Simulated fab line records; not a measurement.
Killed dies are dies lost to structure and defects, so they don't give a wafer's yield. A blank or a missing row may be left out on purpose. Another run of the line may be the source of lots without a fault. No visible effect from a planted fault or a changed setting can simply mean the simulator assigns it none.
Split-lot study :: flow gf180mcu :: route with 602 steps; 5 lots, 23 wafers read

## THE SPLIT
At GF_NWELL_COAT_02 (resist thk 3000 nm), the setting spin rpm was moved away from the recipe's 2000 rpm on 6 of the 23 wafers read, by -5.8% to +5.0%. For the rest of the wafers, this setting stayed at what the recipe calls for.

Reading taken at the split's own step.

## THE READING
coat_of_NWELL_COAT_02.thk nm (the simulator's own value, which no gauge read), in nm, at GF_NWELL_COAT_02 (resist thk 3000 nm). No usual value for it is given in the file. Here, 17 wafers ran the recipe; their average is 2996 nm with a standard deviation of 7.9 nm.

wafer: L074.1
tool, chamber at the split: litho track-01, 0
spin rpm as run, rpm: 2000
against the recipe: recipe
coat_of_NWELL_COAT_02.thk nm, nm: 3002
against lot-mates on the recipe: -

wafer: L074.3
tool, chamber at the split: litho track-01, 0
spin rpm as run, rpm: 2000
against the recipe: recipe
coat_of_NWELL_COAT_02.thk nm, nm: 3004
against lot-mates on the recipe: -

wafer: L074.4
tool, chamber at the split: litho track-01, 0
spin rpm as run, rpm: 2000
against the recipe: recipe
coat_of_NWELL_COAT_02.thk nm, nm: 2986
against lot-mates on the recipe: -

wafer: L074.5
tool, chamber at the split: litho track-01, 0
spin rpm as run, rpm: 2000
against the recipe: recipe
coat_of_NWELL_COAT_02.thk nm, nm: 2997
against lot-mates on the recipe: -

wafer: L074.6
tool, chamber at the split: litho track-01, 0
spin rpm as run, rpm: 2000
against the recipe: recipe
coat_of_NWELL_COAT_02.thk nm, nm: 2987
against lot-mates on the recipe: -

wafer: L076.1
tool, chamber at the split: litho track-01, 0
spin rpm as run, rpm: 1884
against the recipe: -5.8%
coat_of_NWELL_COAT_02.thk nm, nm: 3086
against lot-mates on the recipe: +86

wafer: L076.2
tool, chamber at the split: litho track-01, 0
spin rpm as run, rpm: 2000
against the recipe: recipe
coat_of_NWELL_COAT_02.thk nm, nm: 2998
against lot-mates on the recipe: -

wafer: L076.3
tool, chamber at the split: litho track-01, 0
spin rpm as run, rpm: 2000
against the recipe: recipe
coat_of_NWELL_COAT_02.thk nm, nm: 3002
against lot-mates on the recipe: -

wafer: L076.5
tool, chamber at the split: litho track-01, 0
spin rpm as run, rpm: 1884
against the recipe: -5.8%
coat_of_NWELL_COAT_02.thk nm, nm: 3084
against lot-mates on the recipe: +84

wafer: L076.6
tool, chamber at the split: litho track-01, 0
spin rpm as run, rpm: 1884
against the recipe: -5.8%
coat_of_NWELL_COAT_02.thk nm, nm: 3087
against lot-mates on the recipe: +87

wafer: L078.1
tool, chamber at the split: litho track-04, 0
spin rpm as run, rpm: 2000
against the recipe: recipe
coat_of_NWELL_COAT_02.thk nm, nm: 2993
against lot-mates on the recipe: -

wafer: L078.2
tool, chamber at the split: litho track-04, 0
spin rpm as run, rpm: 2000
against the recipe: recipe
coat_of_NWELL_COAT_02.thk nm, nm: 2991
against lot-mates on the recipe: -

wafer: L078.3
tool, chamber at the split: litho track-04, 0
spin rpm as run, rpm: 2000
against the recipe: recipe
coat_of_NWELL_COAT_02.thk nm, nm: 2994
against lot-mates on the recipe: -

wafer: L078.4
tool, chamber at the split: litho track-04, 0
spin rpm as run, rpm: 2000
against the recipe: recipe
coat_of_NWELL_COAT_02.thk nm, nm: 2976
against lot-mates on the recipe: -

wafer: L078.5
tool, chamber at the split: litho track-04, 0
spin rpm as run, rpm: 2000
against the recipe: recipe
coat_of_NWELL_COAT_02.thk nm, nm: 2997
against lot-mates on the recipe: -

wafer: L079.1
tool, chamber at the split: litho track-04, 0
spin rpm as run, rpm: 2000
against the recipe: recipe
coat_of_NWELL_COAT_02.thk nm, nm: 3000
against lot-mates on the recipe: -

wafer: L079.4
tool, chamber at the split: litho track-04, 0
spin rpm as run, rpm: 2000
against the recipe: recipe
coat_of_NWELL_COAT_02.thk nm, nm: 3005
against lot-mates on the recipe: -

wafer: L079.6
tool, chamber at the split: litho track-04, 0
spin rpm as run, rpm: 2000
against the recipe: recipe
coat_of_NWELL_COAT_02.thk nm, nm: 3005
against lot-mates on the recipe: -

wafer: L085.1
tool, chamber at the split: litho track-04, 0
spin rpm as run, rpm: 2000
against the recipe: recipe
coat_of_NWELL_COAT_02.thk nm, nm: 2995
against lot-mates on the recipe: -

wafer: L085.2
tool, chamber at the split: litho track-04, 0
spin rpm as run, rpm: 2100
against the recipe: +5.0%
coat_of_NWELL_COAT_02.thk nm, nm: 2922
against lot-mates on the recipe: -79

wafer: L085.3
tool, chamber at the split: litho track-04, 0
spin rpm as run, rpm: 2100
against the recipe: +5.0%
coat_of_NWELL_COAT_02.thk nm, nm: 2924
against lot-mates on the recipe: -77

wafer: L085.4
tool, chamber at the split: litho track-04, 0
spin rpm as run, rpm: 2100
against the recipe: +5.0%
coat_of_NWELL_COAT_02.thk nm, nm: 2924
against lot-mates on the recipe: -77

wafer: L085.6
tool, chamber at the split: litho track-04, 0
spin rpm as run, rpm: 2000
against the recipe: recipe
coat_of_NWELL_COAT_02.thk nm, nm: 3007
against lot-mates on the recipe: -

THE FIT
A straight line over all 23 wafers: coat_of_NWELL_COAT_02.thk nm changes by -15.1 nm for each +1% of spin rpm; r = -0.99; the points scatter about the line by 7.2 nm.
The same after taking each lot's own level away (the mean of its wafers on the recipe; 23 wafers): -15.1 nm for each +1%; r = -0.99; scatter 5.7 nm.
The reading moves by 88 nm for the largest change in spin rpm, on that fit.
The span of the lots' own levels, 2990.2 to 3003.3 nm, comes to 1.7 times the standard deviation stated above.
The two slopes are in agreement: the lot-to-lot level therefore moves the slope only a little.
Check: +87.4 nm against its lot-mates is what the line predicts for one of the wafers moved furthest among these (-5.8%) when that wafer is left out of the fit. It came out at +86 nm against them.

## THE WHOLE CHAIN: every reading that the file lists as answering this split, in the file's order
step: GF_NWELL_COAT_02
what it does: resist thk 3000 nm
reading: coat_of_NWELL_COAT_02.thk nm (the simulator's own value, which no gauge read)
change (the file's fit): -15 nm for each +1% of the setting
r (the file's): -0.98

step: GF_NWELL_STRIP_10
what it does: strips in O2/N2
reading: strip time to endpoint s
change (the file's fit): withheld for each +1% of the setting
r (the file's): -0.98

## THE FILE'S OWN FIT
coat_of_NWELL_COAT_02.thk nm changes by -15 nm for each +1% of spin rpm, r = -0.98.
